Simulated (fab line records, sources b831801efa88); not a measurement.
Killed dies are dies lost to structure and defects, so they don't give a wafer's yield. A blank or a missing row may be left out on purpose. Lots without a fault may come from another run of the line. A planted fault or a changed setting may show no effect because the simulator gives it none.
One fault seen from 2 desks | flow gf180mcu | each desk has only its own numbers; what lay behind them comes last

THE TOOL OWNER'S DESK: implanter-04
The tool's own readings at GF_VT_IMPLANT_IMPLANT_30: means of the sampled wafers that have a number, for each lot that ran on this tool. A lot is out of limits, marked OUT, if its mean lies more than 4 standard deviations from the usual mean; the brackets give that distance.
Columns: A = dose_ions_cm2 at GF_VT_IMPLANT_IMPLANT_30, usual 2.5338e+12; B = end_station_pressure_torr at GF_VT_IMPLANT_IMPLANT_30, usual 5e-06 Torr; C = faraday_current_uA at GF_VT_IMPLANT_IMPLANT_30, usual 14.25
lot  | first seen here | A                            | B     | C
L994 | day 7 14:03     | 2.5326e+12                   | 5e-06 | 14.35
L999 | day 8 20:12     | 2.5329e+12                   | 5e-06 | 14.48
L100 | day 9 01:45     | 2.5354e+12                   | 5e-06 | 14.09
L106 | day 10 19:16    | 2.5334e+12                   | 5e-06 | 14.39
L107 | day 11 04:26    | 2.5193e+11 (-99 or more) OUT | 5e-06 | 1.43 (-49) OUT
L108 | day 11 06:30    | 2.5507e+11 (-99 or more) OUT | 5e-06 | 1.41 (-49) OUT
This desk's finding: out of limits on L107, L108; first on L107, day 11 04:26 (dose_ions_cm2 at GF_VT_IMPLANT_IMPLANT_30). In limits: L994, L999, L100, L106.

THE METROLOGY DESK
What the gauges read, lot by lot, whatever tool the lot ran on: means of the sampled wafers that have a number. A lot is out of limits, marked OUT, if its mean lies more than 4 standard deviations from the usual mean; the brackets give that distance.
Columns: A = NWELL_TW at GF_NWELL_TW_MEAS_11, usual 1567; B = VT_IMPLANT_3_TW at GF_VT_IMPLANT_TW_MEAS_32, usual 269.0
lot  | first seen here | A    | B
L993 | day 3 12:40     | 1565 | 269.8
L994 | day 3 21:28     | 1584 | 267.6
L997 | day 4 13:01     | 1592 | 268.7
L998 | day 4 19:19     | 1561 | 268.8
L999 | day 4 21:49     | 1568 | 268.7
L100 | day 5 03:35     | 1574 | 268.9
L103 | day 5 19:40     | 1571 | 267.5
L106 | day 6 13:28     | 1583 | 268.8
L107 | day 6 19:28     | 1591 | 141.1 (-99 or more) OUT
L108 | day 6 22:54     | 1559 | 141.0 (-99 or more) OUT
L111 | day 7 19:21     | 1549 | 268.1
L112 | day 7 23:13     | 1572 | 269.7
This desk's finding: out of limits on L107, L108; first on L107, day 11 04:40 (VT_IMPLANT_3_TW at GF_VT_IMPLANT_TW_MEAS_32). In limits: L993, L994, L997, L998, L999, L100, L103, L106, L111, L112.

PUT TOGETHER
The tool owner's desk could have raised an alarm at day 11 04:26, on L107, L108.
The metrology desk could have raised an alarm at day 11 04:40, on L107, L108.
Of the lots named, all ran GF_VT_IMPLANT_IMPLANT_30 on implanter-04.

WHAT THE SIMULATOR HAD PUT IN
Process parameter drift: implanter-04, from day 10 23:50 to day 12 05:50, at GF_VT_IMPLANT_IMPLANT_30. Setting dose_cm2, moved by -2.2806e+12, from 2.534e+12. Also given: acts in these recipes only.
Lots struck among those shown: L107, L108.
Hours from the fault's start to each desk's first reading out of limits: the tool owner's desk, 5; the metrology desk, 5.
